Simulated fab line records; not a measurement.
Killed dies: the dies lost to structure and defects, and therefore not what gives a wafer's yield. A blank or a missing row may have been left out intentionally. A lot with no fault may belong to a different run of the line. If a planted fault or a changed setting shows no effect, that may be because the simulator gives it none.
fab line records | flow sky130
record: lots: 6 | wafers: 18 | last-day: 50
route steps=708 shown RES_XHIGH@332 SD_N@342 PAD_OPEN@708
lots that met no fault: from a run of the same line without faults
start-h: hours from the record's first day to the start of the lot's first wafer shown | wait-h: hours from the lot's prior step to this one | " unchanged from the row above | L1.1+2: a single row standing in for several wafers | - value missing, or start not given | * or withheld: withheld | < > ~ a bound
route shown NAME@n: a module of which the file shows steps, and the number in the route of the first | usual: average and standard deviation across the fault-free wafers | same: alike in all rows | chamber/n: place in a boat | sites: the reading at each site | _std_site: standard deviation across them | _edge_site: inner sites' mean taken away from outer sites' mean | radius-mm: how far each site lies from the wafer's centre | mask NAME#n: copy n | behind: the tool/chamber that last shaped the wafer | hold: why the lot went on hold/how many hours it stayed there/how the hold came to an end | device: the n, p or np transistor that did not switch | end of line: the route-end tests of the same wafers | where a step has no rows: the recipe by itself | killed: count of dies lost to structure and defects at first sort (not the wafer's yield) | map: per-die view of a wafer (x killed, . not killed, _ where there is no die)
set.NAME: the setting that was run; set.NAME@STEP: the one run at that earlier step | model.NAME: the simulator's own value behind a step, which no gauge read
lots seen at some steps along the route; tables by step, rows by wafer
services: the hour from which a tool's chamber was out of use, counted from the record's first day as start-h (under 0 if before that day), plus the number of hours and why
== steps ==
step: SKY_RES_XHIGH_DEHYDRATE_00
recipe: temp-c: 200 | time-s: 60
step: SKY_RES_XHIGH_HMDS_01
recipe: prime-time-s: 60 | prime-temp-c: 120
step: SKY_RES_XHIGH_COAT_02
recipe: resist: NOVOLAK | spin-rpm: 3000 | resist-thk-nm: 1140
step: SKY_RES_XHIGH_SOFTBAKE_03
recipe: temp-c: 90 | time-s: 60 | resist: NOVOLAK
step: SKY_RES_XHIGH_EXPOSE_04
recipe: mask-id: URPM | na: 0.6 | source-shape: conventional | sigma-outer: 0.6 | polarization: unpolarized | target-cd-nm: 1270 | dose-mj: 140
step: SKY_RES_XHIGH_PEB_05
recipe: temp-c: withheld | time-s: * | resist: NOVOLAK
step: SKY_RES_XHIGH_DEVELOP_06
recipe: resist: NOVOLAK | developer: TMAH | develop-time-s: 60 | dev-temp-c: 23
step: SKY_RES_XHIGH_IMPLANT_07
recipe: species: BF2 | energy-kev: 20 | dose-cm2: 3.6e+14 | tilt-deg: 0
step: SKY_RES_XHIGH_STRIP_08
recipe: chemistry: O2/N2 | power-w: 1400 | pressure-mtorr: 1500 | platen-temp-c: withheld | o2-flow-sccm: 3000 | n2-flow-sccm: 300 | overash-fraction: 0.5
usual: drypump-motor-current-A: 5.5/0.4 | oes-product-au: 0.712/0.0047 | strip-time-to-endpoint-s: 14.28/0.035
lot.wafer | tool            | chamber | start-h | wait-h | drypump-motor-current-A | oes-product-au | rf-hours-counter-h | strip-time-to-endpoint-s
L402.3    | plasma-asher-01 | 0       | 670.91  | 0.1    | 5.9                     | 0.718          | -                  | 14.29
L402.5    | "               | 0       | "       | "      | 5.9                     | 0.709          | -                  | 14.29
L402.6    | "               | 1       | "       | "      | 5.5                     | 0.712          | -                  | 14.29
L401.2    | plasma-asher-01 | 1       | 674.51  | 0.1    | 5.5                     | 0.714          | 82                 | 14.30
L401.3    | "               | 1       | "       | "      | 5.5                     | 0.713          | -                  | 14.30
L401.5    | "               | 0       | "       | "      | 5.9                     | 0.713          | -                  | 14.35
L406.1    | plasma-asher-01 | 1       | 720.81  | 0.1    | 5.5                     | 0.711          | 86                 | 14.32
L406.2    | "               | 0       | "       | "      | 6.0                     | 0.717          | 86                 | 14.24
L406.3    | "               | 0       | "       | "      | 6.0                     | 0.715          | -                  | 14.30
L411.1    | plasma-asher-02 | 1       | 732.86  | 0.1    | 5.5                     | 0.712          | 64                 | 14.22
L411.4    | "               | 0       | "       | "      | 5.0                     | 0.721          | -                  | 14.25
L411.6    | "               | 1       | "       | "      | 5.5                     | 0.719          | -                  | 14.28
L418.4    | plasma-asher-04 | 1       | 774.59  | 0.1    | 5.2                     | 0.707          | -                  | 14.27
L418.5    | "               | 1       | "       | "      | 5.2                     | 0.708          | -                  | 14.29
L418.6    | "               | 0       | "       | "      | 6.2                     | 0.704          | -                  | 14.25
L420.2    | plasma-asher-02 | 1       | 790.96  | 0.1    | 5.5                     | 0.718          | 70                 | 14.29
L420.5    | "               | 0       | "       | "      | 5.0                     | 0.707          | -                  | 14.23
L420.6    | "               | 1       | "       | "      | 5.5                     | 0.711          | -                  | 14.26
step: SKY_RES_XHIGH_TW_MEAS_09
usual: RES_XHIGH_TW: 1635/12
lot.wafer | tool          | chamber | start-h | wait-h | RES_XHIGH_TW
L402.3    | film-metro-01 | -       | 671.00  | 0.1    | 1619
L402.5    | "             | -       | "       | "      | 1628
L402.6    | "             | -       | "       | "      | 1617
L401.2    | film-metro-04 | -       | 674.62  | 0.1    | 1631
L401.3    | "             | -       | "       | "      | 1631
L401.5    | "             | -       | "       | "      | 1632
L406.1    | film-metro-01 | -       | 720.91  | 0.1    | 1619
L406.2    | "             | -       | "       | "      | 1620
L406.3    | "             | -       | "       | "      | 1620
L411.1    | film-metro-04 | -       | 732.96  | 0.1    | 1645
L411.4    | "             | -       | "       | "      | 1634
L411.6    | "             | -       | "       | "      | 1636
L418.4    | film-metro-03 | -       | 774.69  | 0.1    | 1634
L418.5    | "             | -       | "       | "      | 1644
L418.6    | "             | -       | "       | "      | 1635
L420.2    | film-metro-01 | -       | 791.07  | 0.1    | 1629
L420.5    | "             | -       | "       | "      | 1635
L420.6    | "             | -       | "       | "      | 1637
step: SKY_SD_N_DEHYDRATE_00
recipe: temp-c: 200 | time-s: 60
step: SKY_SD_N_HMDS_01
recipe: prime-time-s: 60 | prime-temp-c: 120
step: SKY_SD_N_COAT_02
recipe: resist: NOVOLAK | spin-rpm: 3000 | resist-thk-nm: 1140
lot.wafer | tool           | chamber | start-h | wait-h | model.NOVOLAK_of_SD_N_COAT_02.thk-nm
L402.3    | litho-track-03 | 0       | 685.11  | 0.1    | 785.4
L402.5    | "              | 0       | "       | "      | 786
L402.6    | "              | 0       | "       | "      | 786.7
L401.2    | litho-track-03 | 0       | 689.13  | 0.1    | 786.3
L401.3    | "              | 0       | "       | "      | 789.3
L401.5    | "              | 0       | "       | "      | 787.2
L406.1+3  | litho-track-01 | 0       | 734.07  | 0.1    | 1144
L406.2    | "              | 0       | "       | "      | 1142
L411.1    | litho-track-01 | 0       | 746.22  | 0.1    | 1141
L411.4    | "              | 0       | "       | "      | 1142
L411.6    | "              | 0       | "       | "      | 1140
L418.4+6  | litho-track-03 | 0       | 788.38  | 0.1    | 1135
L418.5    | "              | 0       | "       | "      | 1137
L420.2+5  | litho-track-04 | 0       | 803.73  | 0.1    | 1134
L420.6    | "              | 0       | "       | "      | 1132
step: SKY_SD_N_SOFTBAKE_03
recipe: temp-c: 89.66 | time-s: 60 | resist: NOVOLAK
step: SKY_SD_N_EXPOSE_04
recipe: mask-id: NSDM | na: 0.6 | source-shape: conventional | sigma-outer: 0.6 | polarization: unpolarized | target-cd-nm: 380 | dose-mj: 141
step: SKY_SD_N_PEB_05
recipe: temp-c: withheld | time-s: * | resist: NOVOLAK
step: SKY_SD_N_DEVELOP_06
recipe: resist: NOVOLAK | developer: TMAH | develop-time-s: 60 | dev-temp-c: 23
lot.wafer | tool           | chamber | start-h | wait-h | model.NOVOLAK_of_SD_N_COAT_02.thk-nm
L402.3    | litho-track-03 | 0       | 699.26  | 0.1    | 785.7
L402.5    | "              | 0       | "       | "      | 786.3
L402.6    | "              | 0       | "       | "      | 787
L401.2    | litho-track-04 | 0       | 703.08  | 0.1    | 786.6
L401.3    | "              | 0       | "       | "      | 789.6
L401.5    | "              | 0       | "       | "      | 787.5
L406.1+3  | litho-track-04 | 0       | 747.61  | 0.1    | 1145
L406.2    | "              | 0       | "       | "      | 1142
L411.1    | litho-track-01 | 0       | 759.82  | 0.1    | 1142
L411.4    | "              | 0       | "       | "      | 1143
L411.6    | "              | 0       | "       | "      | 1141
L418.4+6  | litho-track-03 | 0       | 801.08  | 0.1    | 1136
L418.5    | "              | 0       | "       | "      | 1137
L420.2    | litho-track-03 | 0       | 817.68  | 0.1    | 1135
L420.5    | "              | 0       | "       | "      | 1134
L420.6    | "              | 0       | "       | "      | 1133
step: SKY_SD_N_CD_MEAS_07
recipe: target-cd-nm: 380
usual: cd-nm: 381/3.1
lot.wafer | tool      | chamber | start-h | wait-h | cd-nm
L402.3    | cd-sem-02 | -       | 699.40  | 0.1    | 423
L402.5    | "         | -       | "       | "      | 424
L402.6    | "         | -       | "       | "      | 425
L401.2    | cd-sem-01 | -       | 703.23  | 0.1    | 420
L401.3    | "         | -       | "       | "      | 417
L401.5    | "         | -       | "       | "      | 418
L406.1    | cd-sem-01 | -       | 747.76  | 0.1    | 378
L406.2    | "         | -       | "       | "      | 376
L406.3    | "         | -       | "       | "      | 377
L411.1    | cd-sem-02 | -       | 759.97  | 0.1    | 374
L411.4    | "         | -       | "       | "      | 375
L411.6    | "         | -       | "       | "      | 378
L418.4    | cd-sem-01 | -       | 801.22  | 0.1    | 378
L418.5    | "         | -       | "       | "      | 375
L418.6    | "         | -       | "       | "      | 377
L420.2    | cd-sem-01 | -       | 817.83  | 0.1    | 381
L420.5    | "         | -       | "       | "      | 383
L420.6    | "         | -       | "       | "      | 380
step: SKY_SD_N_OVL_MEAS_08
usual: SD_N_OVL: -0.2/1.5
lot.wafer | tool       | chamber | start-h | wait-h | SD_N_OVL[nm]
L402.3    | overlay-02 | -       | 699.49  | 0.1    | -0.2
L402.5    | "          | -       | "       | "      | 0.8
L402.6    | "          | -       | "       | "      | 1.3
L401.2    | overlay-02 | -       | 703.33  | 0.1    | -0.8
L401.3    | "          | -       | "       | "      | -0.3
L401.5    | "          | -       | "       | "      | 0.8
L406.1    | overlay-01 | -       | 747.88  | 0.1    | -0.7
L406.2    | "          | -       | "       | "      | -0.5
L406.3    | "          | -       | "       | "      | -0.5
L411.1    | overlay-02 | -       | 760.09  | 0.1    | -0.5
L411.4    | "          | -       | "       | "      | 1.5
L411.6    | "          | -       | "       | "      | -0.9
L418.4    | overlay-02 | -       | 801.30  | 0.1    | 2.4
L418.5    | "          | -       | "       | "      | 0.6
L418.6    | "          | -       | "       | "      | 0.1
L420.2    | overlay-02 | -       | 817.93  | 0.1    | 0.0
L420.5    | "          | -       | "       | "      | -0.2
L420.6    | "          | -       | "       | "      | -1.9
step: SKY_SD_N_IMPLANT_09
recipe: species: As | energy-kev: 50 | dose-cm2: 4e+15 | tilt-deg: 0
step: SKY_SD_N_IMPLANT_10
recipe: species: P | energy-kev: 20 | dose-cm2: 1e+14 | tilt-deg: 0
step: SKY_SD_N_STRIP_11
recipe: chemistry: O2/N2 | power-w: 1400 | pressure-mtorr: 1500 | platen-temp-c: withheld | o2-flow-sccm: 3000 | n2-flow-sccm: 300 | overash-fraction: 0.5
usual: drypump-motor-current-A: 5.6/0.48 | oes-product-au: 0.528/0.0043 | strip-time-to-endpoint-s: 22.56/0.039
lot.wafer | tool            | chamber | start-h | wait-h | drypump-motor-current-A | oes-product-au | rf-hours-counter-h | strip-time-to-endpoint-s
L402.3    | plasma-asher-04 | 1       | 699.85  | 0.1    | 5.2                     | 0.485          | -                  | 18.54
L402.5    | "               | 0       | "       | "      | 6.2                     | 0.478          | -                  | 18.56
L402.6    | "               | 1       | "       | "      | 5.2                     | 0.481          | -                  | 18.56
L401.2    | plasma-asher-04 | 1       | 703.66  | 0.1    | 5.2                     | 0.484          | 27                 | 18.56
L401.3    | "               | 0       | "       | "      | 6.2                     | 0.484          | -                  | 18.57
L401.5    | "               | 0       | "       | "      | 6.2                     | 0.490          | -                  | 18.56
L406.1    | plasma-asher-04 | 0       | 748.21  | 0.1    | 6.2                     | 0.525          | 31                 | 22.60
L406.2    | "               | 1       | "       | "      | 5.2                     | 0.537          | 31                 | 22.58
L406.3    | "               | 0       | "       | "      | 6.2                     | 0.535          | -                  | 22.59
L411.1    | plasma-asher-02 | 1       | 760.42  | 0.1    | 5.5                     | 0.531          | 67                 | 22.53
L411.4    | "               | 1       | "       | "      | 5.5                     | 0.523          | -                  | 22.54
L411.6    | "               | 1       | "       | "      | 5.5                     | 0.519          | -                  | 22.53
L418.4    | plasma-asher-02 | 1       | 801.65  | 0.1    | 5.5                     | 0.532          | -                  | 22.48
L418.5    | "               | 1       | "       | "      | 5.5                     | 0.523          | -                  | 22.51
L418.6    | "               | 0       | "       | "      | 5.0                     | 0.523          | -                  | 22.50
L420.2    | plasma-asher-03 | 1       | 818.26  | 0.1    | 6.5                     | 0.519          | 7                  | 22.48
L420.5    | "               | 0       | "       | "      | 5.8                     | 0.527          | -                  | 22.48
L420.6    | "               | 1       | "       | "      | 6.5                     | 0.530          | -                  | 22.45
step: SKY_SD_N_TW_MEAS_12
usual: SD_N_TW: 3958/40
lot.wafer | tool          | chamber | start-h | wait-h | SD_N_TW
L402.3    | film-metro-01 | -       | 699.93  | 0.1    | 3912
L402.5    | "             | -       | "       | "      | 3909
L402.6    | "             | -       | "       | "      | 3903
L401.2    | film-metro-01 | -       | 703.77  | 0.1    | 3918
L401.3    | "             | -       | "       | "      | 3937
L401.5    | "             | -       | "       | "      | 3907
L406.1    | film-metro-01 | -       | 748.31  | 0.1    | 3945
L406.2    | "             | -       | "       | "      | 3939
L406.3    | "             | -       | "       | "      | 3934
L411.1    | film-metro-03 | -       | 760.52  | 0.1    | 3987
L411.4    | "             | -       | "       | "      | 3991
L411.6    | "             | -       | "       | "      | 4004
L418.4    | film-metro-03 | -       | 801.74  | 0.1    | 3994
L418.5    | "             | -       | "       | "      | 3976
L418.6    | "             | -       | "       | "      | 3978
L420.2    | film-metro-04 | -       | 818.37  | 0.1    | 3993
L420.5    | "             | -       | "       | "      | 3970
L420.6    | "             | -       | "       | "      | 3978
step: SKY_PAD_OPEN_PROBE_99
usual: killed_at_M0_to_M3: 43/7.5 | killed_at_M4_up: 2.8/1.8 | killed-at-contacts: 24/5.3 | killed-at-front-end: 14/4.2 | killed-at-other: 0.3/0.54 | killed-dies: 84/9.4 | killed-open: 46/7.1 | killed-short: 38/6.6
same: gross-dies: 492 | killed-at-back-side: 0
lot.wafer | tool      | chamber | start-h | wait-h | killed_at_M0_to_M3 | killed_at_M4_up | killed-at-contacts | killed-at-front-end | killed-at-other | killed-dies | killed-open | killed-short
L401.2    | prober-01 | -       | 1119.01 | 0.1    | 30                 | 5               | 23                 | 9                   | 0               | 67          | 30          | 37
L401.3    | prober-01 | -       | 1119.06 | 0.2    | 57                 | 1               | 17                 | 8                   | 0               | 83          | 49          | 34
L401.5    | prober-01 | -       | 1119.16 | 0.2    | 40                 | 6               | 31                 | 17                  | 1               | 95          | 45          | 50
L406.1    | prober-02 | -       | 1152.33 | 0.1    | 38                 | 4               | 22                 | 12                  | 0               | 76          | 39          | 37
L406.2    | prober-02 | -       | 1152.38 | 0.1    | 47                 | 3               | 26                 | 21                  | 0               | 97          | 45          | 52
L406.3    | prober-02 | -       | 1152.43 | 0.2    | 56                 | 1               | 19                 | 20                  | 0               | 96          | 45          | 49
L411.1    | prober-02 | -       | 1157.72 | 0.1    | 58                 | 3               | 35                 | 16                  | 0               | 112         | 59          | 53
L411.4    | prober-02 | -       | 1157.87 | 0.2    | 29                 | 4               | 28                 | 18                  | 0               | 79          | 39          | 40
L411.6    | prober-02 | -       | 1157.97 | 0.2    | 34                 | 3               | 21                 | 7                   | 0               | 65          | 32          | 33
L418.4    | prober-02 | -       | 1184.83 | 0.2    | 34                 | 3               | 29                 | 11                  | 0               | 77          | 40          | 35
L418.5    | prober-02 | -       | 1184.88 | 0.2    | 45                 | 2               | 29                 | 6                   | 0               | 82          | 45          | 37
L418.6    | prober-02 | -       | 1184.93 | 0.2    | 38                 | 4               | 21                 | 15                  | 0               | 78          | 45          | 32
killed by level:class
L401.2 CONTACT:geometric-particle:open=11 VIA3:geometric-particle:open=5 METAL4:geometric-particle:short=5 POLY_GATE:geometric-particle:short=4 CONTACT:geometric-particle:short=4 VIA3:geometric-particle:short=4 METAL2:geometric-particle:short=4 FIELD_ISO:geometric-particle:short=3
L401.3 VIA1:geometric-particle:open=11 VIA2:geometric-particle:open=11 METAL2:geometric-particle:short=8 METAL1:geometric-particle:short=8 VIA3:geometric-particle:open=8 LI_CONTACT:geometric-particle:open=5 CONTACT:geometric-particle:open=4 CONTACT:geometric-particle:short=4
L401.5 CONTACT:geometric-particle:short=10 VIA1:geometric-particle:open=10 LI_CONTACT:geometric-particle:open=8 CONTACT:geometric-particle:open=8 METAL1:geometric-particle:short=7 VIA1:geometric-particle:short=5 VIA2:geometric-particle:open=5 FIELD_ISO:geometric-particle:short=4
L406.1 VIA1:geometric-particle:open=9 LI_CONTACT:geometric-particle:open=8 CONTACT:geometric-particle:short=6 VIA1:geometric-particle:short=6 VIA3:geometric-particle:open=6 METAL2:geometric-particle:short=5 POLY_CUT:geometric-particle:open=4 METAL1:geometric-particle:short=4
L406.2 CONTACT:geometric-particle:open=14 FIELD_ISO:geometric-particle:short=9 VIA1:geometric-particle:open=8 VIA2:geometric-particle:open=6 METAL1:geometric-particle:short=6 VIA1:geometric-particle:short=6 VIA3:geometric-particle:short=5 FIELD_ISO:geometric-particle:open=4
L406.3 VIA1:geometric-particle:short=14 VIA1:geometric-particle:open=11 VIA3:geometric-particle:open=9 LI_CONTACT:geometric-particle:open=8 CONTACT:geometric-particle:short=7 FIELD_ISO:geometric-particle:open=6 METAL2:geometric-particle:short=6 POLY_GATE:geometric-particle:short=5
L411.1 LI_CONTACT:geometric-particle:open=13 CONTACT:geometric-particle:open=12 METAL2:geometric-particle:short=12 VIA3:geometric-particle:open=8 VIA2:geometric-particle:short=8 POLY_GATE:geometric-particle:open=7 VIA1:geometric-particle:short=7 METAL1:geometric-particle:short=6
L411.4 CONTACT:geometric-particle:open=11 LI_CONTACT:geometric-particle:open=6 POLY_GATE:geometric-particle:open=4 LI_CONTACT:geometric-particle:short=4 LOCAL_INTERCONNECT:geometric-particle:short=4 VIA1:geometric-particle:open=4 VIA2:geometric-particle:open=4 VIA2:geometric-particle:short=4
L411.6 CONTACT:geometric-particle:open=7 VIA3:geometric-particle:short=5 LI_CONTACT:geometric-particle:open=5 VIA1:geometric-particle:open=5 CONTACT:geometric-particle:short=5 VIA2:geometric-particle:open=4 VIA2:geometric-particle:short=4 METAL2:geometric-particle:short=3
L418.4 LI_CONTACT:geometric-particle:open=9 CONTACT:geometric-particle:short=8 CONTACT:geometric-particle:open=7 VIA2:geometric-particle:open=7 METAL2:geometric-particle:short=7 VIA1:geometric-particle:open=6 FIELD_ISO:geometric-particle:short=4 POLY_GATE:geometric-particle:open=3
L418.5 VIA1:geometric-particle:open=10 CONTACT:geometric-particle:open=9 LI_CONTACT:geometric-particle:open=8 VIA3:geometric-particle:open=8 CONTACT:geometric-particle:short=7 VIA3:geometric-particle:short=5 VIA2:geometric-particle:open=5 VIA2:geometric-particle:short=4
L418.6 VIA1:geometric-particle:open=12 FIELD_ISO:geometric-particle:open=6 CONTACT:geometric-particle:open=6 METAL2:geometric-particle:short=6 LI_CONTACT:geometric-particle:open=5 VIA2:geometric-particle:open=5 VIA3:geometric-particle:open=4 CONTACT:geometric-particle:short=4
== services ==
tool            | chamber | start-h | hours | kind
plasma-asher-04 | -       | 718.99  | 2.8   | pm
plasma-asher-03 | -       | 733.75  | 9.0   | pm
plasma-asher-03 | 0       | 733.75  | 9.0   | vent-cycle
plasma-asher-03 | 1       | 733.75  | 9.0   | vent-cycle
plasma-asher-03 | 0       | 742.75  | -     | clean
plasma-asher-03 | 1       | 742.75  | -     | clean
plasma-asher-03 | -       | 760.75  | 1.3   | repair
plasma-asher-03 | -       | 765.17  | 0.7   | repair
plasma-asher-03 | -       | 767.88  | 2.0   | repair
plasma-asher-04 | -       | 796.31  | 0.5   | repair
== key ==
first-sign: step: SKY_SD_N_CD_MEAS_07 | reading: cd-nm | direction: up | sigmas: 13 | usual: 381 | struck: 421
effect: step: SKY_SD_N_STRIP_11 | reading: strip-time-to-endpoint-s | direction: down | sigmas: 99+ | usual: * | struck: *
model-effect: step: SKY_SD_N_COAT_02 | value: NOVOLAK_of_SD_N_COAT_02.thk-nm | without: 1139 | struck: 786.8
model-effect: step: SKY_SD_N_DEVELOP_06 | value: NOVOLAK_of_SD_N_COAT_02.thk-nm | without: 1139 | struck: 787.1
met-at SKY_SD_N_COAT_02
struck-wafers L401.2,L401.3,L401.5,L402.3,L402.5,L402.6
rows-end L402.3,L402.5,L402.6
tester-left-out L401
fault: kind: process-parameter-drift | tool: litho-track-03 | chamber: - | onset-h: 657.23 | steps: SKY_SD_N_COAT_02 | channel: resist-thk-nm | offset: -352.26 | shape: step | end-h: 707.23 | acts-in: these-recipes-only | stated: 1140
tester-left-out: of these lots the tester's yield and bins aren't shown, on N5 and GAA mostly nor the transistor test; their killed dies are dies lost to structure and defects alone, not to doping, threshold or leakage, so they don't give the yield
rows-end: these wafers met a further fault down the route, and their rows from its step on are left out
